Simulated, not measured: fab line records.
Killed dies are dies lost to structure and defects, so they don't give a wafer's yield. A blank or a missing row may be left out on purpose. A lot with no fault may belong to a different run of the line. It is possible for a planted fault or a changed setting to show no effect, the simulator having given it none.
A struck lot beside a sound one -- flow sfqLine -- 14 steps out of a route of 325
Sound: these wafers, L571.2, L571.4, L571.6. Wafers L563.2, L563.4, L563.5 were the ones struck. The cause is given at the end.
At each step with rows: each side's tool, then ch and its chambers, then its first start. Under that, the readings that differ: sound wafers -- struck wafers -- difference of the means -- sigmas: that difference in standard deviations of wafers without a fault.
alike: readings whose means differ by less than 2 such deviations, and words and numbers that are the same on both sides. not compared: withheld readings, readings that some wafer has no value for, bounds like >300 that may hide the same value, and numbers for which the record gives no deviation and whose values overlap.
A row with sigmas, a row that says differs or no value, or rows on one side alone: a step with any of these is where the two part. Non-overlapping numbers with no deviation appear without sigmas and do not part them. A reading missing from all wafers of one side parts the sides only when that side holds two or more wafers.

SFQ_M6_OVL_MEAS_940:
  struck on overlay-02, day 56 18:35; sound on overlay-01, day 61 04:31
  alike: M6_OVL
SFQ_TRILAYER_M6_BARC_OPEN_METAL_ETCH_206: etches BARC in O2, target depth 125 nm, time 41.7 s.
  sound on rieMetal-03 ch 0, day 61 04:32; struck on rieMetal-03 ch 0,1, day 56 18:37
  alike: drypumpMotorCurrentA, oesProductAu
  not compared: rfHoursCounterH
SFQ_TRILAYER_M6_ETCH_METAL_ETCH_162: etches Nb in Cl2/Ar, stops on SiO2, target depth 240 nm, time 120 s.
  sound on rieMetal-03 ch 0, day 61 04:36; struck on rieMetal-03 ch 0,1, day 56 18:41
  alike: drypumpMotorCurrentA, oesProductAu
  not compared: rfHoursCounterH
SFQ_TRILAYER_M6_STRIP_STRIP_163: strips in O2.
  sound on rieMetal-03 ch 0, day 61 04:44; struck on rieMetal-03 ch 0,1, day 56 18:48
  alike: drypumpMotorCurrentA, oesProductAu
  not compared: rfHoursCounterH
then, 1 step without rows for these wafers: SFQ_TRILAYER_M6_STRIP_SOLV_CLEAN_164 (cleans in NMP, time 600 s).
SFQ_TRILAYER_I6_DEP_PECVD_165: deposits SiO2 from SiH4/N2O, time 111.11 s, target thk 500 nm.
  sound on pecvd-04 ch 1,2, day 61 05:30; struck on pecvd-03 ch 0,1,2, day 56 19:35
  alike: heaterPowerW, throttleValvePct
then, 1 step without rows for these wafers: SFQ_TRILAYER_I6_CMP_CMP_166 (polishes SiO2).
SFQ_I6_BOW_MEAS_941:
  struck on filmMetro-04, day 56 22:40; sound on filmMetro-04, day 61 16:07
  alike: I6_BOW
SFQ_TRILAYER_I6_METRO_MEASURE_167:
  struck on filmMetro-04, day 56 22:58; sound on filmMetro-04, day 61 16:25
  alike: thkNm
then, 3 steps without rows for these wafers: SFQ_TRILAYER_I6_VIA_LITHO_COAT_174 (resist thk 62 nm); SFQ_TRILAYER_I6_VIA_LITHO_COAT_169 (resist thk 650 nm); SFQ_TRILAYER_I6_VIA_LITHO_SOFTBAKE_173.
-- the record jumps here: 5 days lie between the struck wafers' starts before and after --
SFQ_TRILAYER_I6_VIA_LITHO_EXPOSE_170: exposes mask I6, target cd 700 nm.
  struck on krfScanner-01, day 61 23:44; sound on krfScanner-02 ch 0, day 62 10:09
  no value came back on the struck wafers for exposureDoseMJCm2, focusOffsetNm (nm), sigmaOuter; on the sound wafers exposureDoseMJCm2 reads 21.311 21.332 21.288
  alike: mask
then, 1 step without rows for these wafers: SFQ_TRILAYER_I6_VIA_LITHO_PEB_172 (peb time 60 s).

## WHERE THEY PART
SFQ_TRILAYER_I6_VIA_LITHO_EXPOSE_170 only, going by this record.

WHY: whatever the simulator had introduced
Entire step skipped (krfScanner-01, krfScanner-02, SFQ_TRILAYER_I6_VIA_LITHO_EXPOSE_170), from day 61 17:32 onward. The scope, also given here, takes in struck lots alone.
